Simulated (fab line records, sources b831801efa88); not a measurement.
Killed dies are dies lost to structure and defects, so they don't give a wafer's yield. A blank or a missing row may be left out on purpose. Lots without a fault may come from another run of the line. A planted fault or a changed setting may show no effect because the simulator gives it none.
Problem report in the 8D (eight disciplines) form, filled by code | flow sky130 | the parts of the form that need people (team, actions taken, sign-off) are left out

1. THE PROBLEM
VT_ADJUST_LVTN_TW at SKY_VT_ADJUST_LVTN_TW_MEAS_10 reads a mean of 212.3 on 2 wafers of 2 lots; wafers without a fault read 238.1 with a standard deviation of 3. That is -8.6 standard deviations from the usual mean.
First seen on wafer L622.6, day 10 17:51, on film_metro-01. The record holds 34 wafers of 12 lots with a number at this step. Rule for "out", or "out of limits": more than 4 standard deviations from the usual mean. The other wafers with a number count as sound.

2. WHAT IT IS AND WHAT IT IS NOT
question                    | is                           | is not
which readings at this step | VT_ADJUST_LVTN_TW            | -
which lots                  | L622, L623                   | L608, L609, L610, L611, L612, L613, L614, L624, L628, L629
which wafers of those lots  | L622.6, L623.5               | L622.3, L623.2
read on which gauges        | film_metro-01, film_metro-02 | film_metro-04
when                        | from day 10 17:51            | up to then (22 sound wafers); but 10 sound wafers of L623, L624, L628, L629 came after

3. SUSPECTS, AND WHAT RULES EACH OUT
Counting: a tool at a process step up to the reading stays a suspect if it ran every lot that is out. Sound lots after the first of them don't rule it out here, since some wafers of a struck lot are sound.
- the gauge at SKY_VT_ADJUST_LVTN_TW_MEAS_10: ruled out. The wafers that are out were read on 2 gauges (film_metro-01, film_metro-02).
- implanter-04 at SKY_VT_ADJUST_LVTN_IMPLANT_08: kept. It ran every lot that is out, first L622 (day 10 17:38); its last sound lot up to then is L613 (day 8 04:17).
Left after counting: implanter-04 at SKY_VT_ADJUST_LVTN_IMPLANT_08.

4. THE CAUSE (what the simulator had put in)
Process parameter drift: implanter-04, from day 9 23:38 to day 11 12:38, at SKY_VT_ADJUST_LVTN_IMPLANT_08. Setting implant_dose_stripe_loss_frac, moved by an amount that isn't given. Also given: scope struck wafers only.
Counting left only this tool.

5. THE CHAIN OF EFFECTS, in route order
Each row: a reading whose mean over the struck wafers that have a number lies more than 3 standard deviations from the usual. Only readings for which the record gives a usual standard deviation are gone through. hours: the time from each lot's start at the first step in this table that gives one to its start at this step, as a median over the lots. sigmas: the change in usual standard deviations.
hours | step                          | reading           | usual | on struck wafers | change | sigmas
0     | SKY_VT_ADJUST_LVTN_TW_MEAS_10 | VT_ADJUST_LVTN_TW | 238.1 | 212.3            | -25.8  | -8.6
Later measuring or inspecting steps at which every struck wafer that the step has a row for has a number for every such reading, and none has moved that far: SKY_VT_ADJUST_LVTN_TW_MEAS_21.

6. WHAT WOULD HAVE CAUGHT IT SOONER
In this record the first reading out of limits at a measuring or inspecting step was taken at day 10 17:51, 18 hours after the fault began at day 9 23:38.
Of the lots that are out (2), L623 began SKY_VT_ADJUST_LVTN_IMPLANT_08 on implanter-04 after day 10 17:51. A hold on the tool at that time would have spared it.
